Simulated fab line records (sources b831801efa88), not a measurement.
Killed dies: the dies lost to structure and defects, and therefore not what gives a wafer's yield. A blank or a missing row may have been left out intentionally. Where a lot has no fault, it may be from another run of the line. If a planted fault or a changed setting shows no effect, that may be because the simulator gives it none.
fab line records -- flow sky130
record lots=14, wafers=42, last-day=50
route steps=708 shown VIA1@473
lots with no fault: from the same line, run without faults
start-h: start of the lot's first displayed wafer, in hours after the record's first day -- wait-h: hours elapsed since this lot's preceding step -- " identical to the entry in the row above -- L1.1+2: a row that stands for several wafers -- - value missing, or start not given -- * or withheld: withheld -- < > ~ a bound
route shown NAME@n: a module of which the file shows steps, and the number in the route of the first -- usual: mean/standard deviation of fault-free wafers -- same: alike in all rows -- chamber/n: place in a boat -- sites: each site's reading -- _std_site: standard deviation of those values -- _edge_site: inner sites' mean taken away from outer sites' mean -- radius-mm: for every site, how far away it sits from the centre of the wafer -- mask NAME#n: copy n -- behind: the tool/chamber that last shaped the wafer -- hold: reason for holding the lot/hours on hold/outcome of the hold -- device: names the non-switching transistor (n, p or np) -- end of line: tests run on the same wafers once the route is complete -- a step with no rows: only its recipe -- killed: not the wafer's yield, but the dies lost to structure and defects at the first sort -- map: a wafer's dies, marking killed ones x, the rest . and places with no die _
set.NAME: the setting as run; set.NAME@STEP: as run at that earlier step -- model.NAME: the simulator's own value behind a step, which no gauge read
one table for each step of the route and one row for each wafer, over a sample of lots
services: from which hour (start-h, from the record's first day; less than 0 if before it) a tool's chamber was out of use, for how many hours, and why
## steps
# step SKY_VIA1_ETCH_15
# recipe target=SiO2, chemistry=C4F8/O2/Ar, target-depth-nm=351, stop-on=TiN, mask-material=KrF-thick, source-w=1500, bias-w=1200, pressure-mtorr=40, c4f8-flow-sccm=withheld, O2_flow_sccm=6, Ar_flow_sccm=300, time-s=54
# usual oes-product-au=0.981/0.0063
lot.wafer,tool,chamber,start-h,wait-h,oes-product-au
L437.1,rie-diel-01,1,781.76,0.0,0.976
L437.4,rie-diel-01,2,781.76,0.0,0.982
L437.6,rie-diel-01,1,781.76,0.0,0.991
L438.1,rie-diel-03,3,785.32,0.0,0.980
L438.2,rie-diel-03,0,785.32,0.0,0.979
L438.5,rie-diel-03,1,785.32,0.0,0.972
L439.2,rie-diel-01,1,804.56,0.0,0.977
L439.4,rie-diel-01,3,804.56,0.0,0.970
L439.5,rie-diel-01,2,804.56,0.0,0.982
L440.1,rie-diel-04,0,812.48,0.0,0.970
L440.5,rie-diel-04,0,812.48,0.0,0.984
L440.6,rie-diel-04,1,812.48,0.0,0.981
L441.1,rie-diel-01,2,819.02,0.0,0.980
L441.3,rie-diel-01,1,819.02,0.0,0.982
L441.5,rie-diel-01,2,819.02,0.0,0.981
L442.1,rie-diel-01,1,827.49,0.0,0.992
L442.5,rie-diel-01,3,827.49,0.0,0.985
L442.6,rie-diel-01,2,827.49,0.0,0.986
L443.1,rie-diel-03,0,836.61,0.0,0.985
L443.2,rie-diel-03,3,836.61,0.0,0.982
L443.4,rie-diel-03,1,836.61,0.0,0.982
L444.3,rie-diel-03,0,842.09,0.0,0.977
L444.4,rie-diel-03,1,842.09,0.0,0.975
L444.5,rie-diel-03,1,842.09,0.0,0.982
L445.1,rie-diel-03,1,843.64,0.0,0.972
L445.2,rie-diel-03,2,843.64,0.0,0.983
L445.4,rie-diel-03,3,843.64,0.0,0.976
L450.1,rie-diel-04,3,884.42,0.0,0.993
L450.2,rie-diel-04,2,884.42,0.0,0.979
L450.3,rie-diel-04,0,884.42,0.0,0.985
L449.2,rie-diel-04,0,891.36,0.0,0.986
L449.3,rie-diel-04,2,891.36,0.0,0.994
L449.4,rie-diel-04,1,891.36,0.0,0.989
L458.3,rie-diel-03,0,954.54,0.0,0.978
L458.4,rie-diel-03,2,954.54,0.0,0.974
L458.5,rie-diel-03,2,954.54,0.0,0.990
L460.1,rie-diel-01,0,956.57,0.0,0.984
L460.3,rie-diel-01,3,956.57,0.0,0.983
L460.6,rie-diel-01,2,956.57,0.0,0.987
L459.1,rie-diel-03,0,959.66,0.0,0.982
L459.2,rie-diel-03,3,959.66,0.0,0.982
L459.3,rie-diel-03,1,959.66,0.0,0.988
# step SKY_VIA1_STRIP_16
# recipe chemistry=O2/N2, power-w=1400, pressure-mtorr=1500, platen-temp-c=withheld, o2-flow-sccm=3000, n2-flow-sccm=300, overash-fraction=0.5
# usual drypump-motor-current-A=5.7/0.42, oes-product-au=0.416/0.0048, strip-time-to-endpoint-s=4.461/0.02
lot.wafer,tool,chamber,start-h,wait-h,drypump-motor-current-A,oes-product-au,rf-hours-counter-h,strip-time-to-endpoint-s
L437.1,plasma-asher-01,0,781.81,0.0,5.6,0.405,3,4.437
L437.4,plasma-asher-01,1,781.81,0.0,4.9,0.414,-,4.469
L437.6,plasma-asher-01,0,781.81,0.0,5.6,0.416,-,4.446
L438.1,plasma-asher-01,1,785.37,0.0,4.9,0.417,3,4.443
L438.2,plasma-asher-01,0,785.37,0.0,5.6,0.412,3,4.448
L438.5,plasma-asher-01,1,785.37,0.0,4.8,0.408,-,4.454
L439.2,plasma-asher-03,1,804.61,0.0,5.8,0.411,95,4.436
L439.4,plasma-asher-03,0,804.61,0.0,5.8,0.410,-,4.448
L439.5,plasma-asher-03,1,804.61,0.0,5.7,0.415,-,4.463
L440.1,plasma-asher-03,1,812.53,0.0,5.7,0.426,96,4.488
L440.5,plasma-asher-03,1,812.53,0.0,5.8,0.416,-,4.472
L440.6,plasma-asher-03,0,812.53,0.0,5.9,0.406,-,4.426
L441.1,plasma-asher-02,1,819.07,0.0,6.0,0.425,71,4.493
L441.3,plasma-asher-02,0,819.07,0.0,6.0,0.413,-,4.463
L441.5,plasma-asher-02,0,819.07,0.0,6.0,0.418,-,4.489
L442.1,plasma-asher-02,0,827.53,0.0,6.0,0.413,72,4.416
L442.5,plasma-asher-02,1,827.53,0.0,6.0,0.409,-,4.464
L442.6,plasma-asher-02,0,827.53,0.0,6.0,0.419,-,4.449
L443.1,plasma-asher-02,1,836.66,0.0,6.0,0.413,73,4.485
L443.2,plasma-asher-02,0,836.66,0.0,6.0,0.417,73,4.464
L443.4,plasma-asher-02,1,836.66,0.0,6.0,0.413,-,4.476
L444.3,plasma-asher-03,1,842.17,0.1,5.8,0.421,-,4.465
L444.4,plasma-asher-03,0,842.17,0.1,5.8,0.418,-,4.494
L444.5,plasma-asher-03,0,842.17,0.1,5.8,0.418,-,4.477
L445.1,plasma-asher-01,1,843.68,0.0,4.9,0.411,8,4.479
L445.2,plasma-asher-01,0,843.68,0.0,5.6,0.401,8,4.457
L445.4,plasma-asher-01,1,843.68,0.0,4.9,0.422,-,4.458
L450.1,plasma-asher-02,0,884.47,0.0,6.0,0.395,78,4.035
L450.2,plasma-asher-02,1,884.47,0.0,6.0,0.394,78,4.008
L450.3,plasma-asher-02,1,884.47,0.0,6.0,0.396,-,4.011
L449.2,plasma-asher-01,0,891.41,0.0,5.6,0.395,12,3.978
L449.3,plasma-asher-01,0,891.41,0.0,5.6,0.402,-,3.974
L449.4,plasma-asher-01,1,891.41,0.0,4.9,0.397,-,3.942
L458.3,plasma-asher-01,0,954.62,0.1,5.6,0.411,-,4.467
L458.4,plasma-asher-01,1,954.62,0.1,4.9,0.420,-,4.473
L458.5,plasma-asher-01,0,954.62,0.1,5.6,0.420,-,4.479
L460.1,plasma-asher-03,0,956.62,0.0,5.8,0.410,110,4.421
L460.3,plasma-asher-03,1,956.62,0.0,5.8,0.425,-,4.464
L460.6,plasma-asher-03,1,956.62,0.0,5.8,0.418,-,4.485
L459.1,plasma-asher-01,0,959.71,0.0,5.6,0.413,19,4.440
L459.2,plasma-asher-01,1,959.71,0.0,4.9,0.412,19,4.442
L459.3,plasma-asher-01,1,959.71,0.0,4.9,0.412,-,4.441
## services
tool,chamber,start-h,hours,kind
rie-diel-01,-,791.66,0.1,repair
plasma-asher-01,-,807.45,15.6,pm
rie-diel-01,1,815.86,2.4,repair
rie-diel-01,0,820.78,-,clean
rie-diel-01,0,820.78,13.6,scheduled-down
rie-diel-01,0,820.78,13.6,vent-cycle
rie-diel-04,2,831.20,14.3,repair
plasma-asher-01,-,834.36,1.3,repair
rie-diel-03,1,869.69,19.0,repair
rie-diel-04,3,926.89,-,clean
rie-diel-04,3,926.89,19.7,scheduled-down
rie-diel-04,3,926.89,19.7,vent-cycle
rie-diel-01,2,942.90,8.1,repair
plasma-asher-03,-,952.13,2.9,repair
## key
first-sign step=SKY_VIA1_STRIP_16, reading=strip-time-to-endpoint-s, direction=down, sigmas=23, usual=*, struck=*
effect step=SKY_VIA1_STRIP_16, reading=oes-product-au, direction=down, sigmas=4.2, usual=0.416, struck=0.396
met-at SKY_VIA1_ETCH_15
struck-lots L449,L450
onset-between 812.48 884.42
fault kind=process-parameter-drift, tool=rie-diel-04, chamber=-, onset-h=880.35, steps=SKY_VIA1_ETCH_15, channel=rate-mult, offset=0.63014, shape=step, end-h=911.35
